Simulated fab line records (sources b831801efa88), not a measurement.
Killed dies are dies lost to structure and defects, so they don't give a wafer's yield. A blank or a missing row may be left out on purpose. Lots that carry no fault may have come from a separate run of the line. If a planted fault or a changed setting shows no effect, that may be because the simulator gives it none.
The same fault as seen by 2 desks | flow gf180mcu | every desk sees just its own numbers, and what lay behind them comes last

== AT THE TOOL OWNER'S DESK: litho_track-04 ==
The tool's own readings at GF_LVPWELL_SOFTBAKE_03, given as means over the sampled wafers that have a number, one for each lot that went through this tool. Marked OUT: a lot whose mean sits more than 4 standard deviations from the usual mean, which makes it out of limits; the brackets give that distance.
Columns: A = heater_power_total_W at GF_LVPWELL_SOFTBAKE_03, usual 65.32 W; B = plate_temp_C at GF_LVPWELL_SOFTBAKE_03, usual 109.97 C
lot  | first seen here | A               | B
L729 | day 4 00:08     | 65.27           | 109.84
L734 | day 5 02:04     | 65.31           | 109.96
L743 | day 7 12:07     | 72.97 (+59) OUT | 119.31 (+67) OUT
L744 | day 7 15:01     | 73.05 (+59) OUT | 119.45 (+68) OUT
L746 | day 8 01:08     | 73.08 (+60) OUT | 119.33 (+67) OUT
This desk's verdict: out of limits on L743, L744, L746, starting with L743 at day 7 12:07 (heater_power_total_W at GF_LVPWELL_SOFTBAKE_03). L729, L734 stayed within limits.

== FROM THE METROLOGY DESK ==
What the gauges read, lot by lot, whatever tool the lot ran on: means of the sampled wafers that have a number. Marked OUT: a lot whose mean sits more than 4 standard deviations from the usual mean, which makes it out of limits; the brackets give that distance.
Columns: A = STI_CVD_23_THK at GF_STI_THK_MEAS_24, usual 650 nm; B = NWELL_TW at GF_NWELL_TW_MEAS_11, usual 1575
lot  | first seen here | A   | B
L727 | day 2 05:24     | 646 | 1577
L729 | day 2 14:16     | 642 | 1580
L730 | day 2 21:15     | 650 | 1566
L732 | day 3 06:31     | 652 | 1572
L733 | day 3 10:40     | 648 | 1565
L734 | day 3 14:57     | 658 | 1575
L740 | day 5 00:33     | 647 | 1575
L741 | day 5 08:41     | 644 | 1578
L743 | day 5 16:55     | 641 | 1577
L744 | day 5 20:56     | 658 | 1572
L746 | day 6 07:44     | 654 | 1583
L747 | day 6 13:08     | 654 | 1579
L748 | day 6 18:18     | 647 | 1569
This desk found nothing out of limits on any of the 13 lots.

== ALL TOGETHER ==
An alarm could have come from the tool owner's desk at day 7 12:07, on L743, L744, L746.
Metrology desk: nothing out of limits seen.
The metrology desk holds a record of L743, L744, L746, inside its limits.
On litho_track-04, each named lot ran GF_LVPWELL_SOFTBAKE_03.

== WHAT THE SIMULATOR HAD INSERTED ==
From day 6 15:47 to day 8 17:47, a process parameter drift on litho_track-04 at GF_LVPWELL_SOFTBAKE_03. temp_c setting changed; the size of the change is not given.
Shown lots that were struck: L743, L744, L746.
How many hours passed from the start of the fault until each desk's first out-of-limits reading: the tool owner's desk, 20.
